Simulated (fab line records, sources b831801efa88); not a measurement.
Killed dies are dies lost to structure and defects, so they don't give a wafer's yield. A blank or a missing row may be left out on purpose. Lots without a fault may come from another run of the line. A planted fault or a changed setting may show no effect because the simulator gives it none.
fab line records | flow gf180mcu
record lots=12 wafers=36 last_day=34
route steps=602 shown M2@367 V2@397
lots that met no fault: from a run of the same line without faults
start_h: hours from the record's first day to the start of the lot's first wafer shown | wait_h: hours since the lot's step before | " the same as in the row above | L1.1+2: a row that stands for several wafers | - no value, or no start given | * or withheld: withheld | < > ~ a bound
route shown NAME@n: a module of which the file shows steps, and the number in the route of the first | usual: mean/standard deviation of fault-free wafers | same: alike in all rows | chamber/n: place in a boat | sites: the reading at each site | _std_site: their standard deviation | _edge_site: outer sites' mean less inner sites' | radius_mm: how far each site lies from the wafer's centre | mask NAME#n: copy n | behind: the tool/chamber that last shaped the wafer | hold: why the lot was held/for how many hours/how that ended | device: the transistor (n, p or np) that didn't switch | end of line: the same wafers' tests at the end of the route | a step without rows: its recipe alone | killed: dies lost to structure and defects at the first sort, not the wafer's yield | map: a wafer's dies, x killed, . not, _ none there
set.NAME: the setting as run; set.NAME@STEP: as run at that earlier step | model.NAME: the simulator's own value behind a step, which no gauge read
steps of the route over a sample of lots; a table a step, a row a wafer
services: from which hour (start_h, from the record's first day; less than 0 if before it) a tool's chamber was out of use, for how many hours, and why
## steps
# step GF_M2_RS_MEAS_05
# recipe thk_meas_gauge=four-point-probe reads=TiN_of_M2_SPUTTER_04+Ti_of_M2_SPUTTER_03+AlCu_of_M2_SPUTTER_02+TiN_of_M2_SPUTTER_01+Ti_of_M2_SPUTTER_00
# usual M2_ALCU_RS=0.0695/0.00084
# columns lot.wafer tool chamber start_h wait_h M2_ALCU_RS[ohm/sq]
L406.2 film_metro-02 - 414.74 0.0 0.0693
L406.4 " - " " 0.0692
L406.6 " - " " 0.0686
L407.4 film_metro-01 - 416.70 0.1 0.0690
L407.5 " - " " 0.0696
L407.6 " - " " 0.0698
L411.2 film_metro-02 - 465.18 0.0 0.0691
L411.3 " - " " 0.0682
L411.5 " - " " 0.0687
L412.2 film_metro-02 - 471.71 0.0 0.0696
L412.4 " - " " 0.0693
L412.6 " - " " 0.0689
L413.1 film_metro-02 - 480.73 0.0 0.0708
L413.3 " - " " 0.0704
L413.5 " - " " 0.0707
L414.1 film_metro-01 - 488.09 0.0 0.0702
L414.2 " - " " 0.0699
L414.4 " - " " 0.0707
L422.2 film_metro-02 - 552.64 0.0 0.0714
L422.5 " - " " 0.0692
L422.6 " - " " 0.0696
L424.2 film_metro-02 - 572.63 0.0 0.0685
L424.5 " - " " 0.0687
L424.6 " - " " 0.0692
L425.1 film_metro-01 - 574.11 0.0 0.0685
L425.4 " - " " 0.0687
L425.5 " - " " 0.0697
L426.1 film_metro-03 - 580.44 0.0 0.0699
L426.2 " - " " 0.0703
L426.6 " - " " 0.0700
L427.1 film_metro-02 - 593.31 0.0 0.0702
L427.4 " - " " 0.0694
L427.6 " - " " 0.0688
L428.2 film_metro-03 - 594.07 0.0 0.0702
L428.3 " - " " 0.0688
L428.5 " - " " 0.0702
# step GF_M2_THK_MEAS_06
# recipe thk_meas_gauge=xrf reads=AlCu_of_M2_SPUTTER_02
# usual M2_ALCU_THK=445/5.4
# columns lot.wafer tool chamber start_h wait_h M2_ALCU_THK[nm]
L406.2 film_metro-02 - 414.85 0.1 448
L406.4 " - " " 449
L406.6 " - " " 452
L407.4 film_metro-01 - 416.79 0.1 452
L407.5 " - " " 448
L407.6 " - " " 446
L411.2 film_metro-02 - 465.29 0.1 448
L411.3 " - " " 453
L411.5 " - " " 449
L412.2 film_metro-02 - 471.82 0.1 447
L412.4 " - " " 445
L412.6 " - " " 445
L413.1 film_metro-02 - 480.85 0.1 434
L413.3 " - " " 437
L413.5 " - " " 438
L414.1 film_metro-01 - 488.21 0.1 445
L414.2 " - " " 446
L414.4 " - " " 440
L422.2 film_metro-02 - 552.75 0.1 431
L422.5 " - " " 445
L422.6 " - " " 444
L424.2 film_metro-02 - 572.74 0.1 449
L424.5 " - " " 450
L424.6 " - " " 445
L425.1 film_metro-01 - 574.23 0.1 450
L425.4 " - " " 449
L425.5 " - " " 447
L426.1 film_metro-03 - 580.56 0.1 443
L426.2 " - " " 439
L426.6 " - " " 442
L427.1 film_metro-02 - 593.43 0.1 440
L427.4 " - " " 447
L427.6 " - " " 451
L428.2 film_metro-03 - 594.18 0.1 438
L428.3 " - " " 448
L428.5 " - " " 440
# step GF_V2_OVL_MEAS_15
# usual V2_OVL=0/5.8
# columns lot.wafer tool chamber start_h wait_h V2_OVL[nm]
L406.2 overlay-02 - 464.83 0.1 -4
L406.4 " - " " -6
L406.6 " - " " -6
L407.4 overlay-02 - 467.48 0.1 3
L407.5 " - " " 1
L407.6 " - " " 1
L411.2 overlay-02 - 514.28 0.1 9
L411.3 " - " " -8
L411.5 " - " " -1
L412.2 overlay-02 - 520.58 0.1 -5
L412.4 " - " " -8
L412.6 " - " " -4
L413.1 overlay-02 - 528.82 0.1 -6
L413.3 " - " " 3
L413.5 " - " " -3
L414.1 overlay-01 - 536.22 0.1 5
L414.2 " - " " 8
L414.4 " - " " 5
L422.2 overlay-02 - 596.32 0.1 5
L422.5 " - " " 4
L422.6 " - " " 6
L424.2 overlay-01 - 615.88 0.1 4
L424.5 " - " " -3
L424.6 " - " " -4
L425.1 overlay-02 - 617.56 0.1 -5
L425.4 " - " " 3
L425.5 " - " " -7
L426.1 overlay-02 - 623.31 0.1 6
L426.2 " - " " 0
L426.6 " - " " 5
L427.1 overlay-02 - 635.67 0.1 -6
L427.4 " - " " 6
L427.6 " - " " 6
L428.2 overlay-01 - 637.08 0.1 15
L428.3 " - " " 4
L428.5 " - " " 6
# step GF_V2_CVD_23
# recipe material=W target_thk_nm=350 time_s=104.94 temp_c=400 pressure_torr=40
# usual heater_power_w=800/21
# columns lot.wafer tool chamber start_h wait_h heater_power_w since_wet_clean_h
L406.2 cvd_w-01 1 465.63 0.0 762 62
L406.4 " 1 " " 778 -
L406.6 " 1 " " 767 -
L407.4 cvd_w-02 1 468.41 0.1 825 -
L407.5 " 1 " " 801 -
L407.6 " 1 " " 817 -
L411.2 cvd_w-01 0 515.18 0.0 793 111
L411.3 " 0 " " 795 -
L411.5 " 0 " " 801 -
L412.2 cvd_w-01 1 521.37 0.0 753 117
L412.4 " 0 " " 820 -
L412.6 " 1 " " 775 -
L413.1 cvd_w-01 0 529.73 0.0 800 126
L413.3 " 1 " " 783 -
L413.5 " 0 " " 809 -
L414.1 cvd_w-01 0 537.04 0.0 816 133
L414.2 " 1 " " 770 133
L414.4 " 0 " " 799 -
L422.2 cvd_w-01 0 597.24 0.1 828 -
L422.5 " 0 " " 819 -
L422.6 " 0 " " 808 -
L424.2 cvd_w-01 0 616.67 0.0 820 213
L424.5 " 1 " " 768 -
L424.6 " 0 " " 808 -
L425.1 cvd_w-01 0 618.37 0.0 802 214
L425.4 " 0 " " 822 -
L425.5 " 0 " " 793 -
L426.1 cvd_w-02 1 624.11 0.0 793 720
L426.2 " 0 " " 814 720
L426.6 " 1 " " 787 -
L427.1 cvd_w-01 1 636.50 0.0 775 233
L427.4 " 1 " " 758 -
L427.6 " 0 " " 822 -
L428.2 cvd_w-01 1 637.88 0.0 773 234
L428.3 " 0 " " 815 -
L428.5 " 0 " " 805 -
# step GF_V2_RS_MEAS_24
# recipe thk_meas_gauge=four-point-probe reads=W_of_V2_CVD_23+TiN_of_V2_SPUTTER_22+Ti_of_V2_SPUTTER_21
# usual V2_W_RS=0.327/0.0055
# columns lot.wafer tool chamber start_h wait_h V2_W_RS[ohm/sq]
L406.2 film_metro-01 - 465.76 0.1 0.330
L406.4 " - " " 0.333
L406.6 " - " " 0.332
L407.4 film_metro-03 - 468.58 0.1 0.321
L407.5 " - " " 0.320
L407.6 " - " " 0.317
L411.2 film_metro-03 - 515.31 0.1 0.332
L411.3 " - " " 0.333
L411.5 " - " " 0.329
L412.2 film_metro-04 - 521.50 0.1 0.329
L412.4 " - " " 0.329
L412.6 " - " " 0.332
L413.1 film_metro-01 - 529.84 0.1 0.333
L413.3 " - " " 0.618
L413.5 " - " " 0.334
L414.1 film_metro-01 - 537.15 0.1 0.338
L414.2 " - " " 0.626
L414.4 " - " " 0.334
L422.2 film_metro-04 - 597.45 0.2 0.329
L422.5 " - " " 0.327
L422.6 " - " " 0.330
L424.2 film_metro-04 - 616.80 0.1 0.324
L424.5 " - " " 0.329
L424.6 " - " " 0.326
L425.1 film_metro-01 - 618.48 0.1 0.329
L425.4 " - " " 0.326
L425.5 " - " " 0.330
L426.1 film_metro-04 - 624.22 0.1 0.320
L426.2 " - " " 0.328
L426.6 " - " " 0.322
L427.1 film_metro-04 - 636.61 0.1 0.333
L427.4 " - " " 0.333
L427.6 " - " " 0.329
L428.2 film_metro-01 - 638.01 0.1 0.326
L428.3 " - " " 0.328
L428.5 " - " " 0.329
# step GF_V2_THK_MEAS_25
# recipe thk_meas_gauge=xrf reads=W_of_V2_CVD_23
# usual V2_W_THK=346/6.4
# columns lot.wafer tool chamber start_h wait_h V2_W_THK[nm]
L406.2 film_metro-01 - 465.87 0.1 345
L406.4 " - " " 339
L406.6 " - " " 342
L407.4 film_metro-03 - 468.67 0.1 350
L407.5 " - " " 352
L407.6 " - " " 353
L411.2 film_metro-03 - 515.42 0.1 336
L411.3 " - " " 336
L411.5 " - " " 338
L412.2 film_metro-04 - 521.61 0.1 347
L412.4 " - " " 346
L412.6 " - " " 345
L413.1 film_metro-01 - 529.96 0.1 337
L413.3 " - " " 184
L413.5 " - " " 335
L414.1 film_metro-01 - 537.27 0.1 331
L414.2 " - " " 182
L414.4 " - " " 334
L422.2 film_metro-04 - 597.56 0.1 347
L422.5 " - " " 350
L422.6 " - " " 347
L424.2 film_metro-04 - 616.91 0.1 351
L424.5 " - " " 344
L424.6 " - " " 349
L425.1 film_metro-01 - 618.60 0.1 344
L425.4 " - " " 347
L425.5 " - " " 342
L426.1 film_metro-04 - 624.34 0.1 357
L426.2 " - " " 348
L426.6 " - " " 355
L427.1 film_metro-04 - 636.73 0.1 345
L427.4 " - " " 345
L427.6 " - " " 349
L428.2 film_metro-01 - 638.12 0.1 345
L428.3 " - " " 344
L428.5 " - " " 345
# step GF_V2_CMP_26
# recipe stop_on=SiO2 down_force_psi=3.5 platen_rpm=60 t_overpolish_s=15 target_thk_nm=0 pad_velocity_m_s=0.94248
# usual motor_current_A=11.5/0.71 slurry_filter_dp_kPa=13.51/0.13 time_to_endpoint_s=82/4.6
# columns lot.wafer tool chamber start_h wait_h motor_current_A slurry_filter_dp_kPa time_to_endpoint_s
L406.2 cmp-01 3 466.02 0.1 11.5 13.85 78
L406.4 " 0 " " 12.1 13.44 81
L406.6 " 2 " " 12.5 13.48 84
L407.4 cmp-02 3 468.70 0.0 11.4 13.54 73
L407.5 " 3 " " 11.3 13.52 76
L407.6 " 0 " " 9.9 13.38 81
L411.2 cmp-01 1 515.47 0.0 11.6 13.45 78
L411.3 " 3 " " 11.7 13.59 75
L411.5 " 1 " " 11.8 13.46 81
L412.4 cmp-02 2 521.71 0.1 11.3 13.52 85
L412.2 " 3 " " 12.1 13.25 80
L412.6 " 1 " " 11.0 13.29 77
L413.3 cmp-01 0 530.07 0.1 11.9 13.37 43
L413.1 " 1 " " 12.3 13.41 83
L413.5 " 0 " " 11.6 13.63 76
L414.1 cmp-01 3 537.38 0.1 11.3 13.54 77
L414.4 " 0 " " 11.9 13.43 82
L414.2 " 1 " " 12.1 13.71 44
L422.2 cmp-02 0 597.66 0.1 10.2 13.39 86
L422.6 " 3 " " 12.0 13.46 80
L422.5 " 0 " " 10.7 13.67 86
L424.2 cmp-02 3 617.06 0.1 12.0 13.48 79
L424.5 " 1 " " 11.2 13.26 79
L424.6 " 2 " " 11.4 13.80 83
L425.1 cmp-02 1 618.71 0.1 11.2 13.71 81
L425.4 " 3 " " 11.1 13.45 83
L425.5 " 0 " " 10.7 13.68 82
L426.1 cmp-02 2 624.45 0.1 11.9 13.53 84
L426.2 " 3 " " 12.0 13.48 77
L426.6 " 2 " " 11.1 13.43 85
L427.4 cmp-02 2 636.79 0.0 11.9 13.35 87
L427.1 " 1 " " 11.4 13.48 82
L427.6 " 3 " " 10.9 13.80 85
L428.3 cmp-02 0 638.17 0.0 10.7 13.52 85
L428.2 " 1 " " 11.6 13.53 81
L428.5 " 0 " " 9.7 13.73 83
## services
# columns tool chamber start_h hours kind
cvd_w-02 0 458.33 17.7 repair
cmp-01 - 467.82 6.8 pm
cmp-01 - 480.78 13.8 pm
cmp-02 - 500.30 4.7 repair
cmp-02 - 512.61 2.0 repair
cmp-01 - 521.30 5.9 repair
cmp-02 - 535.28 6.3 pm
cvd_w-02 - 542.87 0.2 repair
cmp-01 - 558.50 0.6 repair
cmp-01 - 559.62 1.8 repair
cmp-01 - 572.00 4.0 pm
cmp-01 - 575.42 3.2 repair
cmp-01 - 576.00 - consumable_replace:conditioner
cmp-01 - 576.00 - consumable_replace:pad
cvd_w-01 1 582.95 26.9 repair
cmp-01 - 587.67 0.2 repair
cmp-02 - 599.29 1.6 repair
cvd_w-02 0 606.83 9.8 repair
cmp-01 - 632.35 1.9 repair
## key
first_sign step=GF_V2_RS_MEAS_24 reading=V2_W_RS direction=up sigmas=54 usual=0.327 struck=0.622
effect step=GF_V2_THK_MEAS_25 reading=V2_W_THK direction=down sigmas=25 usual=346 struck=183
effect step=GF_V2_CMP_26 reading=time_to_endpoint_s direction=down sigmas=8.4 usual=* struck=*
met_at GF_V2_CVD_23
struck_lots L413,L414
struck_wafers L413.3,L414.2
not_acting_at GF_M2_RS_MEAS_05,GF_M2_THK_MEAS_06,GF_V2_OVL_MEAS_15
onset_between 521.37 529.73
fault kind=process_parameter_drift tool=cvd_w-01 chamber=1 onset_h=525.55 steps=GF_V2_CVD_23 channel=target_thk_nm offset=-155.43 shape=step end_h=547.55 acts_in=these_recipes_only stated=350
